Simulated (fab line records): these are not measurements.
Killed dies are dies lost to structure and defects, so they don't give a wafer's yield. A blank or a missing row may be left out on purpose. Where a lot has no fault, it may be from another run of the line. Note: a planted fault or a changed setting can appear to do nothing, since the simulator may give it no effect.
Matching of chambers || flow gf180mcu || GF_CONTACT_CMP_04 on cmp-01 has 4 sister chambers
The step polishes SiO2. 8 wafers are shown with their chamber, then 7 later ones without.

## WAFERS PAIRED WITH THEIR CHAMBERS
{"wafer": "L388.1", "chamber": 3, "motor current A (A)": 11.4, "time to endpoint s (s)": 111}
{"wafer": "L388.4", "chamber": 2, "motor current A (A)": 10.8, "time to endpoint s (s)": 111}
{"wafer": "L390.4", "chamber": 3, "motor current A (A)": 11.3, "time to endpoint s (s)": 117}
{"wafer": "L390.5", "chamber": 0, "motor current A (A)": 12.8, "time to endpoint s (s)": 110}
{"wafer": "L391.4", "chamber": 2, "motor current A (A)": 11.3, "time to endpoint s (s)": 115}
{"wafer": "L391.5", "chamber": 1, "motor current A (A)": 11.0, "time to endpoint s (s)": 116}
{"wafer": "L392.4", "chamber": 1, "motor current A (A)": 11.1, "time to endpoint s (s)": 112}
{"wafer": "L392.5", "chamber": 0, "motor current A (A)": 13.2, "time to endpoint s (s)": 107}

## WAFERS WITHOUT THEIR CHAMBER
{"wafer": "L392.6", "motor current A (A)": 10.8, "time to endpoint s (s)": 104}
{"wafer": "L393.4", "motor current A (A)": 11.7, "time to endpoint s (s)": 108}
{"wafer": "L393.5", "motor current A (A)": 10.8, "time to endpoint s (s)": 106}
{"wafer": "L393.6", "motor current A (A)": 10.9, "time to endpoint s (s)": 113}
{"wafer": "L409.1", "motor current A (A)": 11.1, "time to endpoint s (s)": 104}
{"wafer": "L409.3", "motor current A (A)": 10.5, "time to endpoint s (s)": 105}
{"wafer": "L409.4", "motor current A (A)": 10.7, "time to endpoint s (s)": 108}

## CHAMBER TAKEN BY EACH
{"wafer": "L392.6", "from the rows above": "can't be placed: 2 or 1 or 3", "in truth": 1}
{"wafer": "L393.4", "from the rows above": "can't be placed: 3 or 2 or 1", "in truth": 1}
{"wafer": "L393.5", "from the rows above": "can't be placed: 2 or 1 or 3", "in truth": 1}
{"wafer": "L393.6", "from the rows above": "can't be placed: 2 or 1 or 3", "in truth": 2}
{"wafer": "L409.1", "from the rows above": "can't be placed: 2 or 1 or 3", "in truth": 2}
{"wafer": "L409.3", "from the rows above": "can't be placed: 2 or 1 or 3", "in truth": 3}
{"wafer": "L409.4", "from the rows above": "can't be placed: 2 or 1 or 3", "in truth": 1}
0 of 7 placed correctly. Can't be placed from these rows: 7 (the true chamber is among the candidates in 7). Placed wrongly: 0.
How it was worked out, from the rows above alone: a wafer's distance from a chamber is the root of the sum, over the readings, of the square of ((its reading less the chamber's mean) divided by the reading's scatter). If the next closest chamber is less than 2 further off than the closest, the wafer can't be placed; otherwise it belongs to the closest. The mean given for a chamber averages the wafers shown for that chamber. The scatter is the square root of a quotient: the sum, over the shown wafers, of each reading's squared deviation from its chamber's mean, divided by wafers minus chambers.
